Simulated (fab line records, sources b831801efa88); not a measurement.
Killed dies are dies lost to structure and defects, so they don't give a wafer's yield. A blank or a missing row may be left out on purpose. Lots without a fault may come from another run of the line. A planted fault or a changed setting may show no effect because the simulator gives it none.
A struck lot beside a sound one | flow sky130 | 20 steps out of a route of 708
Sound: wafers L610.3, L610.4, L610.6. Struck: wafers L617.4, L617.5. (L617.2 of the same lot was not struck and is left out.) The cause comes at the end.
At each step with rows: each side's tool, then ch and its chambers, then its first start. Under that, the readings that differ: sound wafers | struck wafers | difference of the means | sigmas: that difference in standard deviations of wafers without a fault.
alike: readings whose means differ by less than 2 such deviations, and words and numbers that are the same on both sides. not compared: withheld readings, readings that some wafer has no value for, bounds like >300 that may hide the same value, and numbers for which the record gives no deviation and whose values overlap.
The two part at a step that has a row with sigmas, a row that says differs or no value, or rows on one side only. Numbers that don't overlap but have no deviation are shown without sigmas and don't part them. A reading that every wafer of one side lacks parts them only if that side has two wafers or more.

first, 1 step without rows for these wafers: SKY_CONTACT_ETCH_16 (etches BARC in N2/H2, stops on SiO2, time 45.9 s, target depth 60 nm).
SKY_CONTACT_ETCH_17: etches SiO2 in C4F8/O2/Ar, stops on Si3N4, target depth 340 nm.
  sound on rie_diel-01 ch 1,2,3, day 31 10:22; struck on rie_diel-03 ch 0,3, day 34 11:16
  alike: bias_w, oes_product_au
then, 6 steps without rows for these wafers: SKY_CONTACT_ETCH_18 (etches Si3N4 in CHF3/O2, stops on TiN, time 39 s, target depth 75 nm); SKY_CONTACT_STRIP_19 (strips in O2/N2); SKY_CONTACT_STRIP_20 (strips in post etch residue remover, time 1200 s); SKY_CONTACT_CLEAN_21 (cleans in IPA, time 180 s); SKY_CONTACT_CLEAN_22 (cleans in O3/DIW); SKY_CONTACT_SPUTTER_23 (material TiN, target thk 20 nm, time 80 s).
SKY_CONTACT_CVD_24: deposits W, target thk 340 nm, time 102.12 s.
  sound on cvd_w-01 ch 0,1, day 31 11:08; struck on cvd_w-01 ch 1, day 34 12:00
  alike: heater_power_w
SKY_CONTACT_RS_MEAS_25: measures by four-point-probe.
  sound on film_metro-03, day 31 11:15; struck on film_metro-02, day 34 12:08
  alike: CONTACT_W_RS
SKY_CONTACT_THK_MEAS_26: measures by xrf.
  sound on film_metro-03, day 31 11:21; struck on film_metro-02, day 34 12:15
  alike: CONTACT_W_THK
then, 1 step without rows for these wafers: SKY_CONTACT_CMP_27 (polishes, stops on SiO2, t overpolish 15 s, target thk 0 nm).
SKY_METAL1_SPUTTER_00: material Ti, target thk 15 nm, time 10 s.
  sound on pvd_sputter-04, day 31 11:41; struck on pvd_sputter-04, day 34 12:36
  reading                                   | sound             | struck      | difference | sigmas
  model.Ti_of_METAL1_SPUTTER_00.thk_nm (nm) | 15.15 15.29 15.18 | 26.85 26.63 | +11.53     |
  alike: throttle_valve_pct
SKY_METAL1_SPUTTER_01: material TiN, target thk 20 nm, time 16.7 s.
  sound on pvd_sputter-04, day 31 11:43; struck on pvd_sputter-04, day 34 12:37
  alike: throttle_valve_pct
then, 1 step without rows for these wafers: SKY_METAL1_SPUTTER_02 (material AlCu, target thk 250 nm, time 13.3 s).
SKY_METAL1_SPUTTER_03: material Ti, target thk 5 nm, time 3.3 s.
  sound on pvd_sputter-04, day 31 11:46; struck on pvd_sputter-04, day 34 12:40
  alike: throttle_valve_pct
SKY_METAL1_SPUTTER_04: material TiN, target thk 70 nm, time 58.3 s.
  sound on pvd_sputter-04, day 31 11:47; struck on pvd_sputter-04, day 34 12:41
  alike: throttle_valve_pct
SKY_METAL1_RS_MEAS_05: measures by four-point-probe.
  sound on film_metro-01, day 31 11:52; struck on film_metro-01, day 34 13:02
  reading                 | sound                | struck        | difference | sigmas
  METAL1_ALCU_RS (ohm/sq) | 0.1296 0.1276 0.1288 | 0.1258 0.1264 | -0.0026    | -2
  not compared: hold
SKY_METAL1_THK_MEAS_06: measures by xrf.
  sound on film_metro-01, day 31 11:58; struck on film_metro-01, day 34 17:37
  reading | sound | struck                                            | difference                   | sigmas
  hold    | - - - | await_dispo/4.4h/release await_dispo/4.4h/release | no value on the sound wafers |
  alike: METAL1_ALCU_THK
-- the record jumps here: 13 days lie between the struck wafers' starts before and after (it left off in module METAL1 and takes up again in module PAD_OPEN, whose first step shown is number 708 of the route) --
SKY_PAD_OPEN_PROBE_99:
  sound on prober-01, day 45 13:43; struck on prober-02, day 47 16:47
  reading            | sound    | struck | difference | sigmas
  killed_at_contacts | 16 13 14 | 36 24  | +16        | +3
  alike: defect_limited_yield, killed_at_M0_to_M3, killed_at_M4_up, killed_at_front_end, killed_at_other, killed_dies, killed_open, killed_short, sort_bin_3_pad_short, sort_bin_5_function, sort_bin_6_memory, sort_n_pass, sort_yield_pct

WHERE THEY PART
First at SKY_METAL1_RS_MEAS_05; last, within this record, at SKY_PAD_OPEN_PROBE_99.

WHY: what the simulator had put in
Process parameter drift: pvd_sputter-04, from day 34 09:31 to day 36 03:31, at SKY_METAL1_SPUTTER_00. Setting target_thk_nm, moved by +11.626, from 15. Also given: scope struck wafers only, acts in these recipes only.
